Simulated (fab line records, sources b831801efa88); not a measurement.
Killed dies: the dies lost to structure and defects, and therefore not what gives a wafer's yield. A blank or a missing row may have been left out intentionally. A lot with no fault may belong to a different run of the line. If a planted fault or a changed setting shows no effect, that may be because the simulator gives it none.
Which tool was responsible? -- flow sky130 -- 7 lots, 21 wafers sampled, at 5 steps of a route of 708

== WHAT THE GAUGES READ, wafer by wafer ==
SKY_VIA3_BOW_MEAS_03.
lot,measured,on,VIA3_BOW (um)
L177,day 39 14:56,film_metro-01,80 80 80
L179,day 40 11:37,film_metro-01,86 79 81
L181,day 41 15:49,film_metro-01,74 72 78
L190,day 43 19:42,film_metro-04,79 70 77
L193,day 44 04:51,film_metro-04,76 82 75

== TOOL THAT RAN EACH LOT (tool first, then ch and the chambers of the sampled wafers, then the start) ==
lot,SKY_METAL3_SPUTTER_01,SKY_METAL3_SPUTTER_04,SKY_METAL3_METAL_ETCH_18,SKY_METAL3_STRIP_19
L177,"pvd_sputter-03, day 37 08:11","pvd_sputter-03, day 37 08:16","rie_metal-01 ch 0,1, day 39 11:46","plasma_asher-04 ch 0,1, day 39 11:56"
L179,"pvd_sputter-04, day 38 08:15","pvd_sputter-04, day 38 08:20","rie_metal-01 ch 0, day 40 10:14","plasma_asher-03 ch 0, day 40 10:28"
L181,"pvd_sputter-03, day 39 13:44","pvd_sputter-03, day 39 13:50","rie_metal-03 ch 0,1, day 41 14:28","plasma_asher-04 ch 0, day 41 14:38"
L183,"pvd_sputter-03, day 39 21:18","pvd_sputter-03, day 39 21:23","rie_metal-02 ch 0,1, day 41 22:45","plasma_asher-04 ch 0,1, day 41 22:54"
L185,"pvd_sputter-04, day 40 03:05","pvd_sputter-04, day 40 03:10","rie_metal-02 ch 0,1, day 42 04:17","plasma_asher-01 ch 0,1, day 42 04:28"
L190,"pvd_sputter-01, day 41 19:12","pvd_sputter-01, day 41 19:17","rie_metal-02 ch 1, day 43 18:23","plasma_asher-01 ch 0,1, day 43 18:34"
L193,"pvd_sputter-03, day 42 04:44","pvd_sputter-03, day 42 04:49","rie_metal-01 ch 0,1, day 44 03:28","plasma_asher-04 ch 0,1, day 44 03:38"
- SKY_METAL3_SPUTTER_01: material TiN, target thk 20 nm, time 16.7 s.
- SKY_METAL3_SPUTTER_04: material TiN, target thk 70 nm, time 58.3 s.
- SKY_METAL3_METAL_ETCH_18: etches the open film in Cl2/BCl3, stops on SiO2, target depth 845 nm, time 183.1 s.
- SKY_METAL3_STRIP_19: strips in O2/N2.

== THE ANSWER, worked out from the rows above alone ==
Rule: usual is defined by the lots themselves. Put in order of their means at a reading, lots are off if they are a third of the lots or fewer, leave a main group of 4 or more, and stand apart from it by a gap of 3 or more times the standard deviation of the main group's means; of several such gaps the widest counts. Not used: any main group whose means are identical at the precision the tables above print for the reading. Also off: a lot with no number at a reading for which 4 or more lots have one. The other lots that the step has rows for count as sound.
No lot is off at any reading shown: from this, nothing can be told.

== WHAT THE SIMULATOR HAD INSERTED ==
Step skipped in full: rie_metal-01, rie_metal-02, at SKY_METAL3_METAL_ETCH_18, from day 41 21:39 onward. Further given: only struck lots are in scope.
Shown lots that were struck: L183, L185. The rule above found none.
